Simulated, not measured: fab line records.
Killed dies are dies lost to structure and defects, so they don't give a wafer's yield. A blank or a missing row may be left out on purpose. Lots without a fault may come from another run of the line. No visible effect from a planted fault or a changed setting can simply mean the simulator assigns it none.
fab line records + flow sky130
record
- lots=13
- wafers=39
- last-day=50
route steps=708 shown METAL4@601 VIA4@653 METAL5@662 PAD_OPEN@708
lots with no fault: from the same line, run without faults
start-h: start of the lot's first displayed wafer, in hours after the record's first day + wait-h: how many hours have passed since the lot's step before this one + " unchanged from the row above + L1.1+2: one row covering several wafers at once + - either no value or no given start + * or withheld: withheld + < > ~ a bound
route shown NAME@n: NAME is a module with steps in the file, n the number in the route of the first one + usual: mean and standard deviation over wafers with no fault + same: alike in all rows + chamber/n: place in a boat + sites: the reading at each site + _std_site: standard deviation across them + _edge_site: inner sites' mean taken away from outer sites' mean + radius-mm: how far each site lies from the wafer's centre + mask NAME#n: copy n + behind: tool/chamber where the wafer was last shaped + hold: cause of the lot's hold/its duration in hours/its outcome + device: transistor that didn't switch, given as n, p or np + end of line: the tests these same wafers got at the end of their route + a step without rows: its recipe alone + killed: at the first sort, the dies lost to defects and structure; wafer yield is something else + map: per-die view of a wafer (x killed, . not killed, _ where there is no die)
set.NAME: the setting the step ran with; set.NAME@STEP: the setting that earlier step ran with + model.NAME: the simulator's own value behind a step, which no gauge read
steps of the route over a sample of lots; a table a step, a row a wafer
services: when a tool's chamber went out of use (start-h, in hours from the record's first day, below 0 if earlier), for how many hours, and the reason
## steps
# step SKY_METAL4_SPUTTER_03
# recipe
- material=Ti
- target-thk-nm=5
- power-w=3000
- time-s=3.3
- chamber-pressure-pa=0.4
# usual
- throttle-valve-pct=30.2/0.72
| lot.wafer | tool           | chamber | start-h | wait-h | throttle-valve-pct |
|-----------|----------------|---------|---------|--------|--------------------|
| L478.4    | pvd-sputter-03 | -       | 943.09  | 0.0    | 30.0               |
| L478.5    | "              | -       | "       | "      | 29.7               |
| L478.6    | "              | -       | "       | "      | 30.2               |
| L479.1    | pvd-sputter-03 | -       | 956.44  | 0.0    | 29.6               |
| L479.2    | "              | -       | "       | "      | 30.7               |
| L479.4    | "              | -       | "       | "      | 30.3               |
| L480.1    | pvd-sputter-04 | -       | 960.63  | 0.0    | 29.2               |
| L480.2    | "              | -       | "       | "      | 31.7               |
| L480.5    | "              | -       | "       | "      | 29.5               |
| L481.1    | pvd-sputter-04 | -       | 967.37  | 0.0    | 31.9               |
| L481.2    | "              | -       | "       | "      | 30.1               |
| L481.3    | "              | -       | "       | "      | 29.4               |
| L483.1    | pvd-sputter-04 | -       | 980.57  | 0.0    | 31.7               |
| L483.3    | "              | -       | "       | "      | 30.1               |
| L483.6    | "              | -       | "       | "      | 29.8               |
| L486.1    | pvd-sputter-04 | -       | 996.77  | 0.0    | 31.9               |
| L486.2    | "              | -       | "       | "      | 29.1               |
| L486.3    | "              | -       | "       | "      | 30.3               |
| L487.3    | pvd-sputter-03 | -       | 1001.82 | 0.0    | 30.2               |
| L487.5    | "              | -       | "       | "      | 29.5               |
| L487.6    | "              | -       | "       | "      | 30.6               |
| L488.1    | pvd-sputter-04 | -       | 1011.01 | 0.0    | 29.3               |
| L488.2    | "              | -       | "       | "      | 29.7               |
| L488.5    | "              | -       | "       | "      | 31.8               |
| L493.1    | pvd-sputter-04 | -       | 1048.07 | 0.0    | 30.0               |
| L493.5    | "              | -       | "       | "      | 30.3               |
| L493.6    | "              | -       | "       | "      | 30.0               |
| L496.1    | pvd-sputter-03 | -       | 1056.32 | 0.0    | 29.8               |
| L496.4    | "              | -       | "       | "      | 30.3               |
| L496.6    | "              | -       | "       | "      | 31.0               |
| L495.1    | pvd-sputter-04 | -       | 1058.48 | 0.0    | 29.9               |
| L495.4    | "              | -       | "       | "      | 30.5               |
| L495.5    | "              | -       | "       | "      | 31.6               |
| L499.1    | pvd-sputter-04 | -       | 1083.91 | 0.0    | 29.3               |
| L499.2    | "              | -       | "       | "      | 30.1               |
| L499.3    | "              | -       | "       | "      | 31.8               |
| L500.3    | pvd-sputter-04 | -       | 1092.57 | 0.0    | 29.7               |
| L500.4    | "              | -       | "       | "      | 31.5               |
| L500.6    | "              | -       | "       | "      | 29.2               |
# step SKY_VIA4_STRIP_14
# recipe
- chemistry=post-etch-residue-remover
- time-s=1200
- temp-c=72.5
# usual
- bath-heat-duty-pct=14.7/1.4
| lot.wafer | tool         | chamber | start-h | wait-h | bath-heat-duty-pct |
|-----------|--------------|---------|---------|--------|--------------------|
| L478.4    | wet-bench-03 | 1       | 1016.78 | 0.0    | 13.9               |
| L478.5    | "            | 1       | "       | "      | 13.2               |
| L478.6    | "            | 1       | "       | "      | 13.2               |
| L479.1    | wet-bench-01 | 0       | 1028.09 | 0.1    | 11.8               |
| L479.2    | "            | 0       | "       | "      | 12.7               |
| L479.4    | "            | 0       | "       | "      | 13.8               |
| L480.1    | wet-bench-04 | 2       | 1033.48 | 0.1    | 17.2               |
| L480.2    | "            | 2       | "       | "      | 17.0               |
| L480.5    | "            | 2       | "       | "      | 18.3               |
| L481.1    | wet-bench-04 | 1       | 1039.34 | 0.1    | 13.6               |
| L481.2    | "            | 1       | "       | "      | 14.2               |
| L481.3    | "            | 1       | "       | "      | 14.2               |
| L483.1    | wet-bench-03 | 2       | 1051.43 | 0.1    | 14.3               |
| L483.3    | "            | 2       | "       | "      | 13.6               |
| L483.6    | "            | 2       | "       | "      | 14.9               |
| L486.1    | wet-bench-03 | 2       | 1067.34 | 0.1    | 14.6               |
| L486.2    | "            | 2       | "       | "      | 14.8               |
| L486.3    | "            | 2       | "       | "      | 14.6               |
| L487.3    | wet-bench-03 | 1       | 1071.08 | 0.0    | 13.5               |
| L487.5    | "            | 1       | "       | "      | 13.2               |
| L487.6    | "            | 1       | "       | "      | 13.8               |
| L488.1    | wet-bench-03 | 3       | 1080.28 | 0.1    | 14.2               |
| L488.2    | "            | 3       | "       | "      | 14.9               |
| L488.5    | "            | 3       | "       | "      | 13.6               |
| L493.1    | wet-bench-03 | 3       | 1113.74 | 0.1    | 14.4               |
| L493.5    | "            | 3       | "       | "      | 13.8               |
| L493.6    | "            | 3       | "       | "      | 15.6               |
| L496.1    | wet-bench-03 | 2       | 1121.93 | 0.1    | 14.5               |
| L496.4    | "            | 2       | "       | "      | 15.1               |
| L496.6    | "            | 2       | "       | "      | 14.3               |
| L495.1    | wet-bench-03 | 2       | 1124.03 | 0.1    | 13.4               |
| L495.4    | "            | 2       | "       | "      | 14.4               |
| L495.5    | "            | 2       | "       | "      | 14.0               |
| L499.1    | wet-bench-01 | 2       | 1147.03 | 0.2    | 14.9               |
| L499.2    | "            | 2       | "       | "      | 14.4               |
| L499.3    | "            | 2       | "       | "      | 13.4               |
| L500.3    | wet-bench-01 | 2       | 1153.53 | 0.0    | 14.8               |
| L500.4    | "            | 2       | "       | "      | 14.9               |
| L500.6    | "            | 2       | "       | "      | 14.5               |
# step SKY_METAL5_SPUTTER_01
# recipe
- material=TiN
- target-thk-nm=20
- power-w=6500
- time-s=16.7
- chamber-pressure-pa=0.4
# usual
- throttle-valve-pct=30.1/0.69
| lot.wafer | tool           | chamber | start-h | wait-h | throttle-valve-pct |
|-----------|----------------|---------|---------|--------|--------------------|
| L478.4    | pvd-sputter-03 | -       | 1018.07 | 0.0    | 30.9               |
| L478.5    | "              | -       | "       | "      | 30.9               |
| L478.6    | "              | -       | "       | "      | 30.3               |
| L479.1    | pvd-sputter-02 | -       | 1029.30 | 0.0    | 29.2               |
| L479.2    | "              | -       | "       | "      | 28.9               |
| L479.4    | "              | -       | "       | "      | 30.2               |
| L480.1    | pvd-sputter-03 | -       | 1034.69 | 0.0    | 29.6               |
| L480.2    | "              | -       | "       | "      | 30.3               |
| L480.5    | "              | -       | "       | "      | 30.8               |
| L481.1    | pvd-sputter-03 | -       | 1040.55 | 0.0    | 31.0               |
| L481.2    | "              | -       | "       | "      | 30.4               |
| L481.3    | "              | -       | "       | "      | 29.8               |
| L483.1    | pvd-sputter-02 | -       | 1053.06 | 0.0    | 29.8               |
| L483.3    | "              | -       | "       | "      | 29.3               |
| L483.6    | "              | -       | "       | "      | 29.5               |
| L486.1    | pvd-sputter-02 | -       | 1068.56 | 0.0    | 29.1               |
| L486.2    | "              | -       | "       | "      | 29.0               |
| L486.3    | "              | -       | "       | "      | 29.8               |
| L487.3    | pvd-sputter-03 | -       | 1072.30 | 0.0    | 30.2               |
| L487.5    | "              | -       | "       | "      | 30.7               |
| L487.6    | "              | -       | "       | "      | 30.1               |
| L488.1    | pvd-sputter-03 | -       | 1081.63 | 0.0    | 29.8               |
| L488.2    | "              | -       | "       | "      | 31.0               |
| L488.5    | "              | -       | "       | "      | 29.9               |
| L493.1    | pvd-sputter-03 | -       | 1115.20 | 0.0    | 29.7               |
| L493.5    | "              | -       | "       | "      | 30.4               |
| L493.6    | "              | -       | "       | "      | 30.8               |
| L496.1    | pvd-sputter-02 | -       | 1123.15 | 0.0    | 31.6               |
| L496.4    | "              | -       | "       | "      | 29.2               |
| L496.6    | "              | -       | "       | "      | 29.1               |
| L495.1    | pvd-sputter-03 | -       | 1125.24 | 0.0    | 31.0               |
| L495.4    | "              | -       | "       | "      | 30.2               |
| L495.5    | "              | -       | "       | "      | 29.6               |
| L499.1    | pvd-sputter-03 | -       | 1148.73 | 0.0    | 30.3               |
| L499.2    | "              | -       | "       | "      | 30.9               |
| L499.3    | "              | -       | "       | "      | 29.5               |
| L500.3    | pvd-sputter-03 | -       | 1154.74 | 0.0    | 30.1               |
| L500.4    | "              | -       | "       | "      | 29.9               |
| L500.6    | "              | -       | "       | "      | 29.9               |
# step SKY_METAL5_SPUTTER_02
# recipe
- material=AlCu
- target-thk-nm=1150
- power-w=10600
- time-s=61.2
- chamber-pressure-pa=0.4
# usual
- throttle-valve-pct=30.1/0.68
| lot.wafer | tool           | chamber | start-h | wait-h | throttle-valve-pct |
|-----------|----------------|---------|---------|--------|--------------------|
| L478.4    | pvd-sputter-03 | -       | 1018.09 | 0.0    | 31.0               |
| L478.5    | "              | -       | "       | "      | 30.6               |
| L478.6    | "              | -       | "       | "      | 30.1               |
| L479.1    | pvd-sputter-02 | -       | 1029.33 | 0.0    | 29.2               |
| L479.2    | "              | -       | "       | "      | 29.2               |
| L479.4    | "              | -       | "       | "      | 29.7               |
| L480.1    | pvd-sputter-03 | -       | 1034.72 | 0.0    | 29.6               |
| L480.2    | "              | -       | "       | "      | 30.3               |
| L480.5    | "              | -       | "       | "      | 30.9               |
| L481.1    | pvd-sputter-03 | -       | 1040.58 | 0.0    | 31.0               |
| L481.2    | "              | -       | "       | "      | 30.0               |
| L481.3    | "              | -       | "       | "      | 29.6               |
| L483.1    | pvd-sputter-02 | -       | 1053.09 | 0.0    | 30.0               |
| L483.3    | "              | -       | "       | "      | 29.1               |
| L483.6    | "              | -       | "       | "      | 29.0               |
| L486.1    | pvd-sputter-02 | -       | 1068.59 | 0.0    | 29.1               |
| L486.2    | "              | -       | "       | "      | 29.1               |
| L486.3    | "              | -       | "       | "      | 29.9               |
| L487.3    | pvd-sputter-03 | -       | 1072.32 | 0.0    | 30.3               |
| L487.5    | "              | -       | "       | "      | 30.9               |
| L487.6    | "              | -       | "       | "      | 30.5               |
| L488.1    | pvd-sputter-03 | -       | 1081.65 | 0.0    | 29.6               |
| L488.2    | "              | -       | "       | "      | 30.6               |
| L488.5    | "              | -       | "       | "      | 30.3               |
| L493.1    | pvd-sputter-03 | -       | 1115.22 | 0.0    | 29.4               |
| L493.5    | "              | -       | "       | "      | 30.2               |
| L493.6    | "              | -       | "       | "      | 31.1               |
| L496.1    | pvd-sputter-02 | -       | 1123.17 | 0.0    | 31.4               |
| L496.4    | "              | -       | "       | "      | 29.3               |
| L496.6    | "              | -       | "       | "      | 29.2               |
| L495.1    | pvd-sputter-03 | -       | 1125.27 | 0.0    | 31.0               |
| L495.4    | "              | -       | "       | "      | 30.1               |
| L495.5    | "              | -       | "       | "      | 29.6               |
| L499.1    | pvd-sputter-03 | -       | 1148.75 | 0.0    | 30.0               |
| L499.2    | "              | -       | "       | "      | 30.9               |
| L499.3    | "              | -       | "       | "      | 29.7               |
| L500.3    | pvd-sputter-03 | -       | 1154.76 | 0.0    | 30.0               |
| L500.4    | "              | -       | "       | "      | 29.4               |
| L500.6    | "              | -       | "       | "      | 30.2               |
# step SKY_PAD_OPEN_PROBE_99
# usual
- defect-limited-yield=82.5/2
- killed_at_M0_to_M3=44/7
- killed_at_M4_up=3.4/1.7
- killed-at-contacts=24/4.9
- killed-at-front-end=15/4.5
- killed-at-other=0.4/0.61
- killed-dies=86/9.7
- killed-open=47/7.1
- killed-short=39/6.1
- sort_bin_3_pad_short=0.9/0.42
- sort_bin_5_function=10.4/1.4
- sort_bin_6_memory=6.2/1.2
- sort-n-pass=406/9.7
- sort-yield-pct=82.5/2
# same
- gross-dies=492
- killed-at-back-side=0
- sort_bin_4_leakage[%]=0
- sort_bin_8_speed[%]=0
| lot.wafer | tool      | chamber | start-h | wait-h | defect-limited-yield[%] | killed_at_M0_to_M3 | killed_at_M4_up | killed-at-contacts | killed-at-front-end | killed-at-other | killed-dies | killed-open | killed-short | sort_bin_3_pad_short[%] | sort_bin_5_function[%] | sort_bin_6_memory[%] | sort-n-pass | sort-yield-pct[%] |
|-----------|-----------|---------|---------|--------|-------------------------|--------------------|-----------------|--------------------|---------------------|-----------------|-------------|-------------|--------------|-------------------------|------------------------|----------------------|-------------|-------------------|
| L493.1    | prober-02 | -       | 1174.85 | 0.1    | 77.6                    | 27                 | 39              | 28                 | 15                  | 1               | 110         | 40          | 33           | 4.5                     | 13.0                   | 4.9                  | 382         | 77.6              |
| L493.5    | prober-02 | -       | 1175.05 | 0.2    | 72.8                    | 41                 | 45              | 30                 | 18                  | 0               | 134         | 59          | 35           | 3.3                     | 15.2                   | 8.7                  | 358         | 72.8              |
| L493.6    | prober-02 | -       | 1175.10 | 0.2    | 81.3                    | 32                 | 38              | 11                 | 9                   | 2               | 92          | 27          | 31           | 3.5                     | 10.6                   | 4.7                  | 400         | 81.3              |
| L496.1    | prober-02 | -       | 1179.53 | 0.1    | 75.2                    | 27                 | 59              | 22                 | 14                  | 0               | 122         | 39          | 26           | 3.3                     | 15.2                   | 6.3                  | 370         | 75.2              |
| L496.4    | prober-02 | -       | 1179.68 | 0.2    | 75.0                    | 38                 | 67              | 9                  | 9                   | 0               | 123         | 28          | 32           | 4.7                     | 14.6                   | 5.7                  | 369         | 75.0              |
| L496.6    | prober-02 | -       | 1179.78 | 0.2    | 72.0                    | 39                 | 63              | 20                 | 16                  | 0               | 138         | 37          | 41           | 4.3                     | 18.1                   | 5.7                  | 354         | 72.0              |
| L495.1    | prober-01 | -       | 1181.48 | 0.1    | 71.7                    | 36                 | 59              | 29                 | 15                  | 0               | 139         | 50          | 35           | 4.1                     | 17.1                   | 7.1                  | 353         | 71.7              |
| L495.4    | prober-01 | -       | 1181.63 | 0.2    | 66.5                    | 58                 | 67              | 18                 | 21                  | 1               | 165         | 55          | 47           | 2.8                     | 22.8                   | 7.9                  | 327         | 66.5              |
| L495.5    | prober-01 | -       | 1181.68 | 0.2    | 70.9                    | 43                 | 65              | 20                 | 15                  | 0               | 143         | 43          | 36           | 3.0                     | 16.7                   | 9.3                  | 349         | 70.9              |
# killed by level:class
L493.1 VIA4:unspecified=36 LI_CONTACT:geometric-particle:open=11 LOCAL_INTERCONNECT:geometric-particle:short=7 VIA3:geometric-particle:open=6 POLY_GATE:geometric-particle:open=5 CONTACT:geometric-particle:short=5 FIELD_ISO:geometric-particle:short=4 VIA2:geometric-particle:open=4
L493.5 VIA4:unspecified=40 CONTACT:geometric-particle:open=12 LI_CONTACT:geometric-particle:open=11 VIA1:geometric-particle:open=9 VIA3:geometric-particle:open=9 POLY_GATE:geometric-particle:open=7 VIA1:geometric-particle:short=6 METAL3:geometric-particle:short=5
L493.6 VIA4:unspecified=33 VIA1:geometric-particle:open=7 CONTACT:geometric-particle:short=6 VIA1:geometric-particle:short=6 VIA2:geometric-particle:open=5 FIELD_ISO:geometric-particle:short=4 CONTACT:geometric-particle:open=3 METAL1:geometric-particle:short=3
L496.1 VIA4:unspecified=57 CONTACT:geometric-particle:open=12 VIA2:geometric-particle:open=10 FIELD_ISO:geometric-particle:short=4 METAL1:geometric-particle:short=4 VIA3:geometric-particle:short=4 FIELD_ISO:geometric-particle:open=3 POLY_GATE:geometric-particle:open=3
L496.4 VIA4:unspecified=63 CONTACT:geometric-particle:open=7 METAL1:geometric-particle:short=6 VIA2:geometric-particle:open=6 FIELD_ISO:geometric-particle:short=5 VIA1:geometric-particle:open=5 VIA1:geometric-particle:short=4 VIA2:geometric-particle:short=4
L496.6 VIA4:unspecified=59 VIA1:geometric-particle:open=8 CONTACT:geometric-particle:open=7 METAL1:geometric-particle:short=7 FIELD_ISO:geometric-particle:short=6 VIA2:geometric-particle:open=6 METAL2:geometric-particle:short=5 POLY_GATE:geometric-particle:short=4
L495.1 VIA4:unspecified=54 CONTACT:geometric-particle:open=13 VIA1:geometric-particle:open=8 LI_CONTACT:geometric-particle:open=6 VIA3:geometric-particle:open=6 VIA2:geometric-particle:open=5 CONTACT:geometric-particle:short=4 VIA1:geometric-particle:short=4
L495.4 VIA4:unspecified=63 VIA1:geometric-particle:open=16 CONTACT:geometric-particle:open=9 METAL1:geometric-particle:short=8 FIELD_ISO:geometric-particle:open=7 METAL2:geometric-particle:short=7 VIA3:geometric-particle:open=7 POLY_GATE:geometric-particle:short=6
L495.5 VIA4:unspecified=63 CONTACT:geometric-particle:open=10 VIA1:geometric-particle:open=9 METAL1:geometric-particle:short=6 FIELD_ISO:geometric-particle:open=5 VIA2:geometric-particle:open=5 VIA3:geometric-particle:open=5 POLY_GATE:geometric-particle:short=4
## services
| tool           | chamber | start-h | hours | kind                   |
|----------------|---------|---------|-------|------------------------|
| wet-bench-01   | -       | 924.31  | 1.9   | pm                     |
| pvd-sputter-02 | 0       | 952.87  | -     | consumable-replace:kit |
| pvd-sputter-02 | 0       | 952.87  | 18.0  | scheduled-down         |
| pvd-sputter-02 | 0       | 952.87  | 18.0  | vent-cycle             |
| pvd-sputter-03 | 3       | 990.95  | -     | consumable-replace:kit |
| pvd-sputter-03 | 3       | 990.95  | 18.0  | scheduled-down         |
| pvd-sputter-03 | 3       | 990.95  | 18.0  | vent-cycle             |
| pvd-sputter-04 | -       | 1002.12 | 4.5   | repair                 |
| pvd-sputter-04 | 2       | 1025.96 | -     | consumable-replace:kit |
| pvd-sputter-04 | 2       | 1025.96 | 18.0  | scheduled-down         |
| pvd-sputter-04 | 2       | 1025.96 | 18.0  | vent-cycle             |
| wet-bench-04   | -       | 1037.43 | 0.5   | repair                 |
| pvd-sputter-02 | -       | 1054.42 | 3.2   | repair                 |
| pvd-sputter-03 | 2       | 1090.88 | -     | consumable-replace:kit |
| pvd-sputter-03 | 2       | 1090.88 | 18.0  | scheduled-down         |
| pvd-sputter-03 | 2       | 1090.88 | 18.0  | vent-cycle             |
| pvd-sputter-04 | -       | 1093.18 | 4.2   | repair                 |
| pvd-sputter-02 | -       | 1111.53 | 1.7   | repair                 |
| wet-bench-04   | -       | 1149.15 | 3.1   | repair                 |
## key
first-sign
- step=SKY_PAD_OPEN_PROBE_99
- reading=killed_at_M4_up
- direction=up
- sigmas=32
- usual=3.4
- struck=55.8
effect
- step=SKY_PAD_OPEN_PROBE_99
- reading=sort_bin_3_pad_short
- direction=up
- sigmas=6.7
- usual=0.9
- struck=3.7
met-at SKY_VIA4_STRIP_14
struck-lots L493,L495,L496
not-acting-at SKY_METAL4_SPUTTER_03,SKY_METAL5_SPUTTER_01,SKY_METAL5_SPUTTER_02
onset-between 1080.28 1113.74
fault
- kind=chamber-particle-source
- tool=wet-bench-03
- chamber=-
- onset-h=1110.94
- steps=SKY_VIA4_STRIP_14
- rate-per-visit-cm2=1.2118
- end-h=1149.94
